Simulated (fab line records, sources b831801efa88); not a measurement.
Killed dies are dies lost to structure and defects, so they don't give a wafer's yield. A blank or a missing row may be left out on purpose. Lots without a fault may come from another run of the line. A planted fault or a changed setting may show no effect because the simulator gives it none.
fab line records | flow sky130
record lots=12 wafers=36 last_day=50
route steps=708 shown METAL4@630 VIA4@649 METAL5@661 PAD_OPEN@708
lots that met no fault: from a run of the same line without faults
start_h: hours from the record's first day to the start of the lot's first wafer shown | wait_h: hours since the lot's step before | " the same as in the row above | L1.1+2: a row that stands for several wafers | - no value, or no start given | * or withheld: withheld | < > ~ a bound
route shown NAME@n: a module of which the file shows steps, and the number in the route of the first | usual: mean/standard deviation of fault-free wafers | same: alike in all rows | chamber/n: place in a boat | sites: the reading at each site | _std_site: their standard deviation | _edge_site: outer sites' mean less inner sites' | radius_mm: how far each site lies from the wafer's centre | mask NAME#n: copy n | behind: the tool/chamber that last shaped the wafer | hold: why the lot was held/for how many hours/how that ended | device: the transistor (n, p or np) that didn't switch | end of line: the same wafers' tests at the end of the route | a step without rows: its recipe alone | killed: dies lost to structure and defects at the first sort, not the wafer's yield | map: a wafer's dies, x killed, . not, _ none there
set.NAME: the setting as run; set.NAME@STEP: as run at that earlier step | model.NAME: the simulator's own value behind a step, which no gauge read
steps of the route over a sample of lots; a table a step, a row a wafer
services: from which hour (start_h, from the record's first day; less than 0 if before it) a tool's chamber was out of use, for how many hours, and why
## steps
# step SKY_METAL4_OVL_MEAS_14
# usual METAL4_OVL=1/5.9
# columns lot.wafer tool chamber start_h wait_h METAL4_OVL[nm]
L540.4 overlay-01 - 991.53 0.1 -10
L540.5 " - " " -8
L540.6 " - " " -7
L546.4 overlay-01 - 1019.37 0.1 7
L546.5 " - " " 4
L546.6 " - " " 7
L549.1 overlay-02 - 1044.31 0.1 1
L549.3 " - " " 2
L549.6 " - " " -3
L550.1 overlay-02 - 1052.86 0.1 1
L550.5 " - " " 6
L550.6 " - " " 8
L551.1 overlay-02 - 1061.71 0.1 3
L551.3 " - " " 2
L551.4 " - " " 9
L552.1 overlay-02 - 1064.16 0.1 -4
L552.3 " - " " -3
L552.6 " - " " -6
L553.1 overlay-01 - 1073.96 0.1 -1
L553.3 " - " " 1
L553.4 " - " " -1
L554.1 overlay-01 - 1091.46 0.1 -1
L554.4 " - " " -1
L554.5 " - " " -7
L555.2 overlay-02 - 1093.07 0.1 -2
L555.3 " - " " -1
L555.5 " - " " -4
L557.1 overlay-01 - 1098.93 0.1 -4
L557.3 " - " " -1
L557.5 " - " " 0
L556.1 overlay-02 - 1111.91 0.1 9
L556.3 " - " " 9
L556.5 " - " " 12
L562.1 overlay-02 - 1120.38 0.1 1
L562.4 " - " " 9
L562.5 " - " " 8
# step SKY_VIA4_DEVELOP_10
# recipe resist=NOVOLAK developer=TMAH develop_time_s=60 dev_temp_c=23
# usual developer_temp_C=23.01/0.1
# columns lot.wafer tool chamber start_h wait_h developer_temp_C
L540.4 litho_track-03 0 1016.05 0.1 23.06
L540.5 " 0 " " 23.06
L540.6 " 0 " " 23.20
L546.4 litho_track-01 0 1043.09 0.1 23.06
L546.5 " 0 " " 23.06
L546.6 " 0 " " 23.15
L549.1 litho_track-03 0 1067.47 0.1 23.06
L549.3 " 0 " " 23.03
L549.6 " 0 " " 23.12
L550.1 litho_track-03 0 1075.22 0.1 22.95
L550.5 " 0 " " 22.99
L550.6 " 0 " " 22.88
L551.1 litho_track-03 0 1083.37 0.1 23.12
L551.3 " 0 " " 23.22
L551.4 " 0 " " 23.18
L552.1 litho_track-03 0 1085.37 0.1 23.08
L552.3 " 0 " " 23.11
L552.6 " 0 " " 23.09
L553.1 litho_track-03 0 1095.67 0.1 22.93
L553.3 " 0 " " 22.93
L553.4 " 0 " " 22.82
L554.1 litho_track-03 0 1113.67 0.1 22.07
L554.4 " 0 " " 22.08
L554.5 " 0 " " 22.07
L555.2 litho_track-02 0 1114.06 0.1 23.07
L555.3 " 0 " " 22.97
L555.5 " 0 " " 22.97
L557.1 litho_track-03 0 1121.77 0.1 22.01
L557.3 " 0 " " 22.09
L557.5 " 0 " " 22.01
L556.1 litho_track-02 0 1131.79 0.1 22.94
L556.3 " 0 " " 23.05
L556.5 " 0 " " 22.94
L562.1 litho_track-01 0 1140.06 0.1 23.20
L562.4 " 0 " " 22.95
L562.5 " 0 " " 22.93
# step SKY_VIA4_STRIP_13
# recipe chemistry=O2/N2 power_w=1400 pressure_mtorr=1500 platen_temp_c=withheld o2_flow_sccm=3000 n2_flow_sccm=300 overash_fraction=0.5
# usual drypump_motor_current_A=5.8/0.51 oes_product_au=0.711/0.0043 strip_time_to_endpoint_s=12.797/0.027
# columns lot.wafer tool chamber start_h wait_h drypump_motor_current_A oes_product_au rf_hours_counter_h strip_time_to_endpoint_s
L540.4 plasma_asher-03 1 1016.26 - 5.4 0.705 - 12.843
L540.5 " 0 " " 6.2 0.712 - 12.817
L540.6 " 1 " " 5.4 0.711 - 12.817
L546.4 plasma_asher-03 0 1043.30 - 6.2 0.715 - 12.778
L546.5 " 0 " " 6.2 0.703 - 12.817
L546.6 " 1 " " 5.3 0.701 - 12.750
L549.1 plasma_asher-02 1 1067.77 - 5.6 0.710 0 12.812
L549.3 " 0 " " 6.2 0.704 - 12.775
L549.6 " 0 " " 6.2 0.713 - 12.787
L550.1 plasma_asher-02 1 1075.48 - 5.6 0.707 1 12.758
L550.5 " 0 " " 6.3 0.714 - 12.836
L550.6 " 1 " " 5.6 0.708 - 12.764
L551.1 plasma_asher-01 1 1083.63 - 4.8 0.714 31 12.819
L551.3 " 0 " " 6.3 0.716 - 12.784
L551.4 " 1 " " 4.8 0.711 - 12.798
L552.1 plasma_asher-03 0 1085.63 - 6.2 0.709 93 12.784
L552.3 " 0 " " 6.2 0.719 - 12.778
L552.6 " 0 " " 6.2 0.709 - 12.792
L553.1 plasma_asher-01 1 1095.93 - 4.8 0.710 32 12.813
L553.3 " 0 " " 6.3 0.718 - 12.803
L553.4 " 1 " " 4.8 0.713 - 12.798
L554.1 plasma_asher-03 1 1113.93 - 5.4 0.707 96 12.817
L554.4 " 0 " " 6.2 0.704 - 12.819
L554.5 " 1 " " 5.4 0.709 - 12.827
L555.2 plasma_asher-03 0 1114.30 - 6.2 0.714 96 12.795
L555.3 " 1 " " 5.3 0.708 - 12.806
L555.5 " 1 " " 5.4 0.716 - 12.775
L557.1 plasma_asher-01 0 1122.03 - 6.3 0.713 35 12.833
L557.3 " 0 " " 6.3 0.707 - 12.823
L557.5 " 1 " " 4.8 0.710 - 12.831
L556.1 plasma_asher-02 1 1132.05 - 5.6 0.713 7 12.772
L556.3 " 1 " " 5.6 0.701 - 12.787
L556.5 " 0 " " 6.2 0.709 - 12.809
L562.1 plasma_asher-02 0 1140.32 - 6.3 0.711 8 12.844
L562.4 " 0 " " 6.3 0.710 - 12.776
L562.5 " 0 " " 6.2 0.705 - 12.850
# step SKY_METAL5_SPUTTER_00
# recipe material=Ti target_thk_nm=15 power_w=3000 time_s=10 chamber_pressure_pa=0.4
# usual cathode_dc_power_W=3000.1/0.6 throttle_valve_pct=30.0/1.5
# columns lot.wafer tool chamber start_h wait_h cathode_dc_power_W throttle_valve_pct
L540.4 pvd_sputter-03 - 1017.52 0.1 3000.4 31.0
L540.5 " - " " 3000.2 29.7
L540.6 " - " " 3000.3 31.1
L546.4 pvd_sputter-01 - 1044.55 0.1 3000.9 28.4
L546.5 " - " " 2998.3 28.6
L546.6 " - " " 3000.0 29.2
L549.1 pvd_sputter-03 - 1069.36 0.2 2999.5 31.0
L549.3 " - " " 3001.6 32.7
L549.6 " - " " 3000.3 32.3
L550.1 pvd_sputter-04 - 1076.89 0.2 3000.8 28.4
L550.5 " - " " 3000.3 30.2
L550.6 " - " " 2998.6 28.4
L551.1 pvd_sputter-01 - 1084.96 0.1 3000.4 30.9
L551.3 " - " " 3000.7 28.6
L551.4 " - " " 2999.4 28.5
L552.1 pvd_sputter-01 - 1086.93 0.1 2999.3 28.4
L552.3 " - " " 3000.9 29.1
L552.6 " - " " 3000.6 28.5
L553.1 pvd_sputter-01 - 1100.01 0.2 3000.0 29.3
L553.3 " - " " 3000.7 28.4
L553.4 " - " " 3000.2 31.3
L554.1 pvd_sputter-01 - 1115.26 0.2 2999.5 28.1
L554.4 " - " " 3000.3 29.1
L554.5 " - " " 2999.6 28.5
L555.2 pvd_sputter-03 - 1115.83 0.1 2999.6 29.9
L555.3 " - " " 2999.9 32.2
L555.5 " - " " 3000.1 28.1
L557.1 pvd_sputter-03 - 1123.64 0.1 3000.1 32.1
L557.3 " - " " 3000.7 30.9
L557.5 " - " " 2998.8 29.9
L556.1 pvd_sputter-03 - 1133.40 0.1 3000.0 30.7
L556.3 " - " " 3000.2 32.3
L556.5 " - " " 3000.5 29.5
L562.1 pvd_sputter-04 - 1141.61 0.1 3000.0 28.1
L562.4 " - " " 3001.0 30.3
L562.5 " - " " 3000.4 28.2
# step SKY_PAD_OPEN_PROBE_99
# usual defect_limited_yield=82.6/1.8 killed_at_M0_to_M3=44/6.3 killed_at_M4_up=2.8/1.7 killed_at_contacts=25/5.8 killed_at_front_end=14/4.4 killed_at_other=0.3/0.49 killed_dies=86/8.7 killed_open=48/5.8 killed_short=38/6 sort_bin_3_pad_short=0.8/0.39 sort_bin_5_function=10.4/1.4 sort_bin_6_memory=6.2/1.1 sort_n_pass=406/8.7 sort_yield_pct=82.6/1.8
# same gross_dies=492 killed_at_back_side=0 sort_bin_4_leakage[%]=0 sort_bin_8_speed[%]=0
# columns lot.wafer tool chamber start_h wait_h defect_limited_yield[%] killed_at_M0_to_M3 killed_at_M4_up killed_at_contacts killed_at_front_end killed_at_other killed_dies killed_open killed_short sort_bin_3_pad_short[%] sort_bin_5_function[%] sort_bin_6_memory[%] sort_n_pass sort_yield_pct[%]
L540.4 prober-02 - 1086.49 0.2 80.7 47 3 32 13 0 95 53 42 0.6 12.0 6.7 397 80.7
L540.5 prober-02 - 1086.54 0.2 83.5 41 0 24 16 0 81 44 37 0.8 8.9 6.7 411 83.5
L540.6 prober-02 - 1086.59 0.2 80.9 50 3 23 17 1 94 51 43 0.8 10.6 7.7 398 80.9
L546.4 prober-01 - 1111.40 0.2 86.2 39 0 18 11 0 68 39 29 0.2 8.9 4.7 424 86.2
L546.5 prober-01 - 1111.45 0.2 85.0 34 1 20 19 0 74 45 29 0.4 8.5 6.1 418 85.0
L546.6 prober-01 - 1111.50 0.2 82.5 35 2 39 10 0 86 50 36 0.6 9.6 7.3 406 82.5
L549.1 prober-02 - 1132.06 0.1 83.5 42 3 23 12 1 81 43 38 0.8 10.8 4.9 411 83.5
L549.3 prober-02 - 1132.16 0.2 81.5 49 3 24 14 1 91 52 39 0.6 12.0 5.9 401 81.5
L549.6 prober-02 - 1132.31 0.2 84.1 38 2 22 16 0 78 42 36 0.8 8.3 6.7 414 84.1
L550.1 prober-01 - 1139.53 0.1 85.2 39 0 21 13 0 73 48 25 0.8 8.7 5.3 419 85.2
L550.5 prober-01 - 1139.73 0.2 84.8 44 2 17 12 0 75 45 30 0.6 7.1 7.5 417 84.8
L550.6 prober-01 - 1139.78 0.2 82.5 39 0 27 20 0 86 44 42 1.2 9.3 6.9 406 82.5
L551.1 prober-02 - 1146.76 0.1 80.9 38 1 39 16 0 94 52 42 0.6 12.4 6.1 398 80.9
L551.3 prober-02 - 1146.86 0.2 84.6 39 2 25 10 0 76 41 35 0.6 9.6 5.3 416 84.6
L551.4 prober-02 - 1146.91 0.2 84.6 44 1 20 11 0 76 35 41 0.2 10.0 5.3 416 84.6
L552.1 prober-01 - 1147.91 0.1 86.0 33 3 23 9 1 69 37 32 0.8 8.9 4.3 423 86.0
L552.3 prober-01 - 1148.01 0.2 81.3 48 3 24 17 0 92 55 37 0.6 11.4 6.7 400 81.3
L552.6 prober-01 - 1148.16 0.2 83.1 45 2 26 10 0 83 47 36 0.2 11.6 5.1 409 83.1
L553.1 prober-02 - 1159.03 0.1 84.6 41 1 16 17 1 76 43 33 1.0 7.7 6.7 416 84.6
L553.3 prober-02 - 1159.13 0.2 85.0 36 3 20 15 0 74 43 31 0.4 8.7 5.9 418 85.0
L553.4 prober-02 - 1159.18 0.2 81.3 41 2 29 20 0 92 50 42 1.2 12.0 5.5 400 81.3
L554.1 prober-01 - 1173.27 0.1 80.3 45 3 33 15 1 97 45 52 1.2 11.2 7.3 395 80.3
L554.4 prober-01 - 1173.42 0.2 80.7 45 0 37 13 0 95 55 40 0.4 12.0 6.9 397 80.7
L554.5 prober-01 - 1173.47 0.2 84.8 35 3 23 13 1 75 43 32 0.8 8.7 5.7 417 84.8
L555.2 prober-02 - 1174.09 0.1 81.1 51 4 21 16 1 93 40 53 1.4 11.4 6.1 399 81.1
L555.3 prober-02 - 1174.14 0.2 81.7 41 3 34 12 0 90 56 34 1.2 10.8 6.3 402 81.7
L555.5 prober-02 - 1174.24 0.2 82.3 41 1 33 11 1 87 49 38 1.2 10.4 6.1 405 82.3
L557.1 prober-01 - 1181.38 0.1 81.7 44 2 21 23 0 90 54 36 0.8 9.6 7.9 402 81.7
L557.3 prober-01 - 1181.48 0.2 84.8 38 4 26 7 0 75 43 32 1.4 10.0 3.9 417 84.8
L557.5 prober-01 - 1181.58 0.2 82.1 42 5 29 12 0 88 52 36 0.6 10.6 6.7 404 82.1
L556.1 prober-02 - 1189.69 0.1 83.1 47 2 19 15 0 83 46 37 0.2 9.3 7.3 409 83.1
L556.3 prober-02 - 1189.79 0.2 81.9 46 3 30 10 0 89 49 40 1.0 11.2 5.9 403 81.9
L556.5 prober-02 - 1189.89 0.2 83.1 39 3 24 17 0 83 52 31 1.0 11.8 4.1 409 83.1
L562.1 prober-01 - 1196.65 0.1 80.5 48 2 26 20 0 96 47 49 1.2 11.0 7.3 396 80.5
L562.4 prober-01 - 1196.80 0.2 85.8 39 4 16 11 0 70 39 31 0.8 7.3 6.1 422 85.8
L562.5 prober-01 - 1196.85 0.2 82.3 47 1 24 14 1 87 48 39 0.4 11.4 5.9 405 82.3
# killed by level:class
L540.4 CONTACT:geometric_particle:open=14 VIA1:geometric_particle:open=12 METAL1:geometric_particle:short=10 VIA1:geometric_particle:short=7 LI_CONTACT:geometric_particle:open=7 CONTACT:geometric_particle:short=6 POLY_GATE:geometric_particle:short=5 VIA2:geometric_particle:open=4
L540.5 VIA1:geometric_particle:open=13 LI_CONTACT:geometric_particle:open=9 VIA1:geometric_particle:short=8 VIA3:geometric_particle:open=6 POLY_GATE:geometric_particle:short=5 CONTACT:geometric_particle:open=5 POLY_GATE:geometric_particle:open=4 LOCAL_INTERCONNECT:geometric_particle:short=4
L540.6 CONTACT:geometric_particle:open=11 VIA1:geometric_particle:open=8 FIELD_ISO:geometric_particle:short=7 METAL1:geometric_particle:short=7 VIA3:geometric_particle:open=6 VIA1:geometric_particle:short=6 VIA2:geometric_particle:open=6 LI_CONTACT:geometric_particle:open=5
L546.4 VIA1:geometric_particle:open=9 LI_CONTACT:geometric_particle:open=7 VIA1:geometric_particle:short=7 VIA3:geometric_particle:open=7 CONTACT:geometric_particle:open=5 METAL2:geometric_particle:short=5 FIELD_ISO:geometric_particle:short=4 FIELD_ISO:geometric_particle:open=2
L546.5 VIA1:geometric_particle:open=11 CONTACT:geometric_particle:open=7 LI_CONTACT:geometric_particle:open=6 FIELD_ISO:geometric_particle:open=5 POLY_GATE:geometric_particle:open=5 VIA3:geometric_particle:open=5 POLY_GATE:geometric_particle:short=4 CONTACT:geometric_particle:short=4
L546.6 CONTACT:geometric_particle:open=14 LI_CONTACT:geometric_particle:open=9 VIA1:geometric_particle:open=9 VIA3:geometric_particle:open=8 CONTACT:geometric_particle:short=7 LOCAL_INTERCONNECT:geometric_particle:short=6 METAL1:geometric_particle:short=4 VIA1:geometric_particle:short=4
L549.1 VIA1:geometric_particle:open=15 CONTACT:geometric_particle:open=7 METAL2:geometric_particle:short=6 VIA2:geometric_particle:open=6 LI_CONTACT:geometric_particle:open=5 LOCAL_INTERCONNECT:geometric_particle:short=5 VIA1:geometric_particle:short=5 LI_CONTACT:geometric_particle:short=4
L549.3 VIA1:geometric_particle:open=12 CONTACT:geometric_particle:open=11 VIA1:geometric_particle:short=7 LI_CONTACT:geometric_particle:open=6 METAL3:geometric_particle:short=6 METAL2:geometric_particle:short=6 POLY_GATE:geometric_particle:open=4 VIA3:geometric_particle:open=4
L549.6 CONTACT:geometric_particle:open=9 VIA2:geometric_particle:open=7 VIA1:geometric_particle:open=6 METAL2:geometric_particle:short=6 POLY_GATE:geometric_particle:short=5 LI_CONTACT:geometric_particle:open=5 VIA1:geometric_particle:short=5 METAL1:geometric_particle:short=4
L550.1 VIA1:geometric_particle:open=11 VIA3:geometric_particle:open=10 LI_CONTACT:geometric_particle:open=6 CONTACT:geometric_particle:open=5 FIELD_ISO:geometric_particle:open=4 VIA2:geometric_particle:open=4 POLY_GATE:geometric_particle:open=3 METAL2:geometric_particle:short=3
L550.5 VIA1:geometric_particle:open=13 CONTACT:geometric_particle:open=8 VIA2:geometric_particle:open=7 VIA3:geometric_particle:open=7 METAL1:geometric_particle:short=6 FIELD_ISO:geometric_particle:short=3 LI_CONTACT:geometric_particle:open=3 CONTACT:geometric_particle:short=3
L550.6 CONTACT:geometric_particle:short=10 VIA1:geometric_particle:open=9 POLY_GATE:geometric_particle:open=8 LI_CONTACT:geometric_particle:open=7 POLY_GATE:geometric_particle:short=7 CONTACT:geometric_particle:open=6 VIA3:geometric_particle:open=5 VIA1:geometric_particle:short=5
L551.1 LI_CONTACT:geometric_particle:open=13 CONTACT:geometric_particle:open=13 METAL1:geometric_particle:short=10 CONTACT:geometric_particle:short=8 FIELD_ISO:geometric_particle:open=6 VIA1:geometric_particle:open=6 VIA1:geometric_particle:short=5 POLY_GATE:geometric_particle:short=4
L551.3 VIA1:geometric_particle:open=11 CONTACT:geometric_particle:open=8 LI_CONTACT:geometric_particle:open=8 METAL2:geometric_particle:short=7 VIA2:geometric_particle:open=6 FIELD_ISO:geometric_particle:short=5 VIA3:geometric_particle:open=5 LOCAL_INTERCONNECT:geometric_particle:short=4
L551.4 VIA1:geometric_particle:open=9 METAL2:geometric_particle:short=8 CONTACT:geometric_particle:open=7 CONTACT:geometric_particle:short=5 VIA2:geometric_particle:open=5 LI_CONTACT:geometric_particle:open=4 METAL1:geometric_particle:short=4 VIA1:geometric_particle:short=4
L552.1 VIA1:geometric_particle:open=10 LI_CONTACT:geometric_particle:open=6 CONTACT:geometric_particle:open=6 METAL2:geometric_particle:short=6 LOCAL_INTERCONNECT:geometric_particle:short=5 FIELD_ISO:geometric_particle:short=4 VIA3:geometric_particle:open=4 LI_CONTACT:geometric_particle:short=3
L552.3 VIA1:geometric_particle:open=11 CONTACT:geometric_particle:open=10 LI_CONTACT:geometric_particle:open=9 VIA3:geometric_particle:short=8 METAL1:geometric_particle:short=8 VIA2:geometric_particle:open=8 POLY_GATE:geometric_particle:short=6 POLY_GATE:geometric_particle:open=4
L552.6 CONTACT:geometric_particle:open=13 VIA1:geometric_particle:open=9 LI_CONTACT:geometric_particle:open=8 METAL2:geometric_particle:short=7 VIA2:geometric_particle:open=6 VIA1:geometric_particle:short=6 METAL3:geometric_particle:short=5 POLY_GATE:geometric_particle:short=4
L553.1 VIA1:geometric_particle:open=9 FIELD_ISO:geometric_particle:open=5 CONTACT:geometric_particle:short=5 VIA2:geometric_particle:open=5 LI_CONTACT:geometric_particle:open=4 CONTACT:geometric_particle:open=4 METAL1:geometric_particle:short=4 VIA1:geometric_particle:short=4
L553.3 LI_CONTACT:geometric_particle:open=8 METAL1:geometric_particle:short=7 CONTACT:geometric_particle:open=7 VIA1:geometric_particle:open=7 FIELD_ISO:geometric_particle:open=6 VIA3:geometric_particle:open=5 FIELD_ISO:geometric_particle:short=4 VIA2:geometric_particle:open=4
L553.4 CONTACT:geometric_particle:open=16 VIA1:geometric_particle:open=11 POLY_GATE:geometric_particle:short=7 METAL1:geometric_particle:short=7 METAL2:geometric_particle:short=6 VIA3:geometric_particle:open=6 LI_CONTACT:geometric_particle:open=5 FIELD_ISO:geometric_particle:short=4
L554.1 CONTACT:geometric_particle:open=11 METAL2:geometric_particle:short=9 METAL1:geometric_particle:short=9 LI_CONTACT:geometric_particle:open=8 VIA2:geometric_particle:open=8 VIA1:geometric_particle:short=6 SPACER:geometric_particle:short=5 LI_CONTACT:geometric_particle:short=4
L554.4 CONTACT:geometric_particle:open=15 VIA2:geometric_particle:open=8 VIA1:geometric_particle:open=7 LI_CONTACT:geometric_particle:open=6 CONTACT:geometric_particle:short=6 POLY_GATE:geometric_particle:open=5 LOCAL_INTERCONNECT:geometric_particle:short=5 LI_CONTACT:geometric_particle:short=4
L554.5 CONTACT:geometric_particle:open=10 VIA1:geometric_particle:open=9 POLY_GATE:geometric_particle:short=5 POLY_GATE:geometric_particle:open=5 LOCAL_INTERCONNECT:geometric_particle:short=5 VIA1:geometric_particle:short=5 VIA3:geometric_particle:open=5 VIA2:geometric_particle:open=4
L555.2 VIA1:geometric_particle:open=10 LI_CONTACT:geometric_particle:open=7 METAL3:geometric_particle:short=7 CONTACT:geometric_particle:open=6 VIA1:geometric_particle:short=6 VIA3:geometric_particle:short=6 FIELD_ISO:geometric_particle:short=5 METAL1:geometric_particle:short=5
L555.3 CONTACT:geometric_particle:open=13 VIA1:geometric_particle:open=12 LI_CONTACT:geometric_particle:open=8 VIA2:geometric_particle:open=7 METAL2:geometric_particle:short=6 FIELD_ISO:geometric_particle:open=5 VIA1:geometric_particle:short=5 LOCAL_INTERCONNECT:geometric_particle:short=5
L555.5 CONTACT:geometric_particle:open=10 VIA1:geometric_particle:open=9 VIA3:geometric_particle:open=9 LI_CONTACT:geometric_particle:open=8 METAL2:geometric_particle:short=6 CONTACT:geometric_particle:short=6 LOCAL_INTERCONNECT:geometric_particle:short=5 LI_CONTACT:geometric_particle:short=4
L557.1 CONTACT:geometric_particle:open=9 VIA2:geometric_particle:open=9 FIELD_ISO:geometric_particle:open=8 VIA1:geometric_particle:open=8 METAL1:geometric_particle:short=6 POLY_GATE:geometric_particle:open=5 LI_CONTACT:geometric_particle:open=5 VIA3:geometric_particle:open=4
L557.3 CONTACT:geometric_particle:open=10 VIA2:geometric_particle:open=9 LI_CONTACT:geometric_particle:open=8 VIA3:geometric_particle:open=8 CONTACT:geometric_particle:short=6 METAL1:geometric_particle:short=5 METAL4:geometric_particle:short=4 VIA1:geometric_particle:open=3
L557.5 CONTACT:geometric_particle:open=11 LI_CONTACT:geometric_particle:open=9 VIA1:geometric_particle:open=8 VIA1:geometric_particle:short=7 CONTACT:geometric_particle:short=6 VIA3:geometric_particle:open=6 VIA2:geometric_particle:open=6 METAL1:geometric_particle:short=5
L556.1 VIA1:geometric_particle:open=11 METAL1:geometric_particle:short=9 LI_CONTACT:geometric_particle:open=8 VIA3:geometric_particle:open=7 POLY_GATE:geometric_particle:short=6 VIA2:geometric_particle:open=6 LOCAL_INTERCONNECT:geometric_particle:short=4 CONTACT:geometric_particle:open=4
L556.3 CONTACT:geometric_particle:open=13 VIA1:geometric_particle:open=10 METAL2:geometric_particle:short=8 VIA2:geometric_particle:open=8 LI_CONTACT:geometric_particle:open=6 LOCAL_INTERCONNECT:geometric_particle:short=6 CONTACT:geometric_particle:short=5 VIA1:geometric_particle:short=5
L556.5 LI_CONTACT:geometric_particle:open=10 CONTACT:geometric_particle:open=8 VIA1:geometric_particle:open=7 METAL2:geometric_particle:short=6 FIELD_ISO:geometric_particle:open=5 VIA1:geometric_particle:short=5 VIA2:geometric_particle:open=5 VIA3:geometric_particle:open=5
L562.1 METAL1:geometric_particle:short=10 VIA1:geometric_particle:open=10 CONTACT:geometric_particle:open=9 CONTACT:geometric_particle:short=7 LI_CONTACT:geometric_particle:open=6 VIA1:geometric_particle:short=6 METAL2:geometric_particle:short=6 FIELD_ISO:geometric_particle:open=4
L562.4 VIA1:geometric_particle:open=14 CONTACT:geometric_particle:open=6 POLY_GATE:geometric_particle:open=5 CONTACT:geometric_particle:short=5 METAL1:geometric_particle:short=5 METAL2:geometric_particle:short=5 VIA2:geometric_particle:open=4 VIA3:geometric_particle:open=4
L562.5 CONTACT:geometric_particle:open=13 VIA1:geometric_particle:open=9 VIA1:geometric_particle:short=8 POLY_GATE:geometric_particle:short=6 LI_CONTACT:geometric_particle:open=6 METAL1:geometric_particle:short=5 METAL1:geometric_particle:open=4 POLY_GATE:geometric_particle:open=3
## services
# columns tool chamber start_h hours kind
plasma_asher-02 - 1055.25 9.0 pm
plasma_asher-02 0 1055.25 9.0 vent_cycle
plasma_asher-02 1 1055.25 9.0 vent_cycle
pvd_sputter-01 - 1058.65 6.3 repair
plasma_asher-01 - 1060.67 10.2 pm
plasma_asher-02 0 1064.25 - clean
plasma_asher-02 1 1064.25 - clean
pvd_sputter-04 - 1105.32 18.1 repair
pvd_sputter-04 - 1120.03 2.3 repair
plasma_asher-03 - 1120.26 3.7 repair
## key
first_sign step=SKY_VIA4_DEVELOP_10 reading=developer_temp_C direction=down sigmas=9.3 usual=* struck=*
effect none on later readings
met_at SKY_VIA4_DEVELOP_10
struck_lots L554,L557
not_acting_at SKY_METAL4_OVL_MEAS_14,SKY_VIA4_STRIP_13,SKY_METAL5_SPUTTER_00
onset_between 1095.67 1113.67
fault kind=process_parameter_drift tool=litho_track-03 chamber=- onset_h=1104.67 steps=SKY_VIA4_DEVELOP_10 channel=dev_temp_c offset=* shape=step end_h=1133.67 acts_in=* stated=*
